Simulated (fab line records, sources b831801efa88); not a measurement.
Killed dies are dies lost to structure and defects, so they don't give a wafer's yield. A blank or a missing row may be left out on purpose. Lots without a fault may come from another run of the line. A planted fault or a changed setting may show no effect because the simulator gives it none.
Which tool did it? | flow gf180mcu | 13 lots, 39 wafers sampled, at 5 steps of a route of 602

WHAT THE GAUGES READ, wafer by wafer
GF_PSD_CD_MEAS_07: target cd 400 nm. Usual: cd_nm 399.6 nm, standard deviation 2.3.
lot  | measured     | on        | cd_nm (nm)        | flag
L518 | day 14 12:02 | cd_sem-02 | 398.8 399.5 397.8 |
L520 | day 15 05:26 | cd_sem-01 | 400.0 398.4 400.5 |
L521 | day 15 09:56 | cd_sem-01 | 397.2 397.6 397.6 |
L522 | day 15 23:48 | cd_sem-02 | 401.9 401.1 401.2 |
L523 | day 16 08:52 | cd_sem-01 | 399.3 401.4 399.2 |
L524 | day 16 17:31 | cd_sem-02 | 400.1 401.1 401.9 |
L525 | day 17 03:50 | cd_sem-01 | 396.3 395.4 397.4 |
L526 | day 17 14:18 | cd_sem-02 | 400.0 397.9 399.9 |
L527 | day 17 22:46 | cd_sem-02 | 397.6 397.9 398.7 |
L531 | day 18 22:40 | cd_sem-02 | 402.7 401.2 402.1 |
L535 | day 20 17:17 | cd_sem-01 | 394.9 399.0 396.2 |
L539 | day 21 23:59 | cd_sem-02 | 401.3 401.8 400.7 |
L540 | day 22 04:40 | cd_sem-01 | 400.8 400.3 399.0 |

GF_SALICIDE_RS_MEAS_04: measures by four-point-probe. Usual: SALICIDE_TIN_RS 16.29 ohm/sq, standard deviation 0.27.
lot  | measured     | on            | SALICIDE_TIN_RS (ohm/sq)            | flag
L518 | day 15 09:58 | film_metro-02 | 16.58 16.42 16.49                   |
L520 | day 16 04:40 | film_metro-03 | 16.23 16.08 16.15                   |
L521 | day 16 09:23 | film_metro-03 | 16.40 16.40 16.50                   |
L522 | day 16 22:47 | film_metro-03 | 16.14 16.05 16.08                   |
L523 | day 17 08:33 | film_metro-02 | 16.37 16.09 16.55                   |
L524 | day 17 18:02 | film_metro-02 | 16.31 16.54 16.12                   |
L525 | day 18 04:31 | film_metro-01 | 16.86 16.67 16.96                   |
L526 | day 18 14:45 | film_metro-02 | 16.53 16.49 16.77                   |
L527 | day 19 00:02 | film_metro-02 | 16.12 15.87 16.10                   |
L531 | day 20 00:08 | film_metro-01 | 15.98 16.58 16.47                   |
L535 | day 21 18:46 | film_metro-02 | 26.34 16.90 16.27 26.29 16.90 16.28 | OFF
L539 | day 23 00:52 | film_metro-01 | 16.13 16.07 16.34                   |
L540 | day 23 04:16 | film_metro-02 | 16.37 16.34 15.98                   |

GF_M3_THK_MEAS_06: measures by xrf. Usual: M3_ALCU_THK 454 nm, standard deviation 5.5.
lot  | measured     | on            | M3_ALCU_THK (nm) | flag
L518 | day 20 14:42 | film_metro-02 | 456 445 454      |
L520 | day 21 12:13 | film_metro-02 | 464 459 458      |
L521 | day 21 15:37 | film_metro-01 | 455 461 458      |
L522 | day 22 05:39 | film_metro-02 | 451 458 455      |
L523 | day 22 15:36 | film_metro-04 | 461 459 457      |
L524 | day 23 01:34 | film_metro-02 | 454 452 454      |
L525 | day 23 11:08 | film_metro-04 | 453 443 443      |
L526 | day 23 23:43 | film_metro-02 | 451 452 449      |
L527 | day 24 06:56 | film_metro-02 | 451 451 456      |
L531 | day 25 04:34 | film_metro-02 | 448 447 452      |
L535 | day 26 17:49 | film_metro-01 | 453 447 448      |
L539 | day 27 19:50 | film_metro-01 | 452 456 456      |
L540 | day 27 21:51 | film_metro-01 | 459 461 458      |

WHICH TOOL RAN EACH LOT (tool, then ch and the chambers of the sampled wafers, then the start)
lot  | GF_SALICIDE_SPUTTER_02       | GF_M2_METAL_ETCH_16
L518 | pvd_sputter-02, day 15 09:55 | rie_metal-02 ch 1, day 19 11:13
L520 | pvd_sputter-02, day 16 04:34 | rie_metal-03 ch 0,1, day 20 08:59
L521 | pvd_sputter-04, day 16 09:19 | rie_metal-02 ch 0,1, day 20 12:47
L522 | pvd_sputter-04, day 16 22:41 | rie_metal-01 ch 0,1, day 21 03:07
L523 | pvd_sputter-02, day 17 08:30 | rie_metal-02 ch 0,1, day 21 13:01
L524 | pvd_sputter-02, day 17 17:59 | rie_metal-02 ch 0,1, day 21 22:53
L525 | pvd_sputter-01, day 18 04:28 | rie_metal-02 ch 0,1, day 22 08:52
L526 | pvd_sputter-02, day 18 14:40 | rie_metal-01 ch 0,1, day 22 21:27
L527 | pvd_sputter-01, day 18 23:59 | rie_metal-02 ch 0,1, day 23 04:44
L531 | pvd_sputter-02, day 20 00:05 | rie_metal-03 ch 0, day 24 02:51
L535 | pvd_sputter-02, day 21 18:43 | rie_metal-01 ch 0,1, day 25 18:00
L539 | pvd_sputter-01, day 23 00:48 | rie_metal-01 ch 0,1, day 26 20:27
L540 | pvd_sputter-01, day 23 04:10 | rie_metal-03 ch 0,1, day 26 22:47
- GF_SALICIDE_SPUTTER_02: material Co, target thk 10 nm, time 20 s.
- GF_M2_METAL_ETCH_16: etches the open film in Cl2/BCl3, stops on SiO2, target depth 750.8 nm, time 125.1 s.

WHAT THE TOOLS THEMSELVES READ (means of the sampled wafers that have a number; where no wafer has one, the mark that the record gives instead)
GF_SALICIDE_SPUTTER_02. Usual: throttle_valve_pct 29.5 %, standard deviation 1.
lot  | tool           | throttle_valve_pct (%) | flag
L518 | pvd_sputter-02 | 29.8                   |
L520 | pvd_sputter-02 | 29.7                   |
L521 | pvd_sputter-04 | 29.5                   |
L522 | pvd_sputter-04 | 29.9                   |
L523 | pvd_sputter-02 | 29.3                   |
L524 | pvd_sputter-02 | 29.9                   |
L525 | pvd_sputter-01 | 29.2                   |
L526 | pvd_sputter-02 | 28.4                   |
L527 | pvd_sputter-01 | 29.7                   |
L531 | pvd_sputter-02 | 29.7                   |
L535 | pvd_sputter-02 | 29.8                   |
L539 | pvd_sputter-01 | 28.1                   |
L540 | pvd_sputter-01 | 29.1                   |

GF_M2_METAL_ETCH_16. Usual: bias_w 140.0 W, standard deviation 0.42; drypump_motor_current_A 5.5 A, standard deviation 0.59; oes_product_au 0.990 a.u., standard deviation 0.005; throttle_valve_pct 28.230 %, standard deviation 0.01.
lot  | tool         | bias_w (W) | drypump_motor_current_A (A) | oes_product_au (a.u.) | throttle_valve_pct (%) | flag
L518 | rie_metal-02 | 139.8      | 4.9                         | 0.983                 | 28.240                 |
L520 | rie_metal-03 | 140.1      | 5.3                         | 0.991                 | 28.221                 |
L521 | rie_metal-02 | 139.8      | 4.9                         | 0.991                 | 28.244                 |
L522 | rie_metal-01 | 140.3      | 6.0                         | 0.987                 | 28.235                 |
L523 | rie_metal-02 | 139.9      | 4.9                         | 0.988                 | 28.229                 |
L524 | rie_metal-02 | 140.5      | 4.9                         | 0.994                 | 28.218                 |
L525 | rie_metal-02 | 140.0      | 4.9                         | 0.989                 | 28.234                 |
L526 | rie_metal-01 | 139.9      | 6.0                         | 0.990                 | 28.237                 |
L527 | rie_metal-02 | 140.1      | 4.9                         | 0.996                 | 28.233                 |
L531 | rie_metal-03 | 139.9      | 5.7                         | 0.983                 | 28.237                 |
L535 | rie_metal-01 | 140.1      | 6.0                         | 0.993                 | 28.225                 |
L539 | rie_metal-01 | 140.3      | 6.0                         | 0.996                 | 28.230                 |
L540 | rie_metal-03 | 140.0      | 5.5                         | 0.986                 | 28.235                 |

THE ANSWER, worked out from the rows above alone
Rule: a lot is off if the mean of its wafers that have a number lies more than 3 standard deviations from the usual mean. A lot without any number at a reading at which 4 lots or more have one is off too. The other lots that the step has rows for count as sound. The gauges are gone through in route order, then the tools' own readings, and for those a lot's mean is taken as printed above. The first step at which some lot is off is used, and at that step the reading that is off furthest; a lot without a number counts as furthest.
Off: L535, at GF_SALICIDE_RS_MEAS_04 (SALICIDE_TIN_RS).
A tool fits if, at a process step before that reading, it ran every lot that is off, and no sound lot after the first of them. The gauges at GF_SALICIDE_RS_MEAS_04 are tried like those tools. One fits: pvd_sputter-02 at GF_SALICIDE_SPUTTER_02. Its last sound lot is L531 (day 20 00:05), its first lot that is off L535 (day 21 18:43): a fault that began between those two fits.

WHAT THE SIMULATOR HAD PUT IN
Process parameter drift: pvd_sputter-02, from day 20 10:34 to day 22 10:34, at GF_SALICIDE_SPUTTER_02. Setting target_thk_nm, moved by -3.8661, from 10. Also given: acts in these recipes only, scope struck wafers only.
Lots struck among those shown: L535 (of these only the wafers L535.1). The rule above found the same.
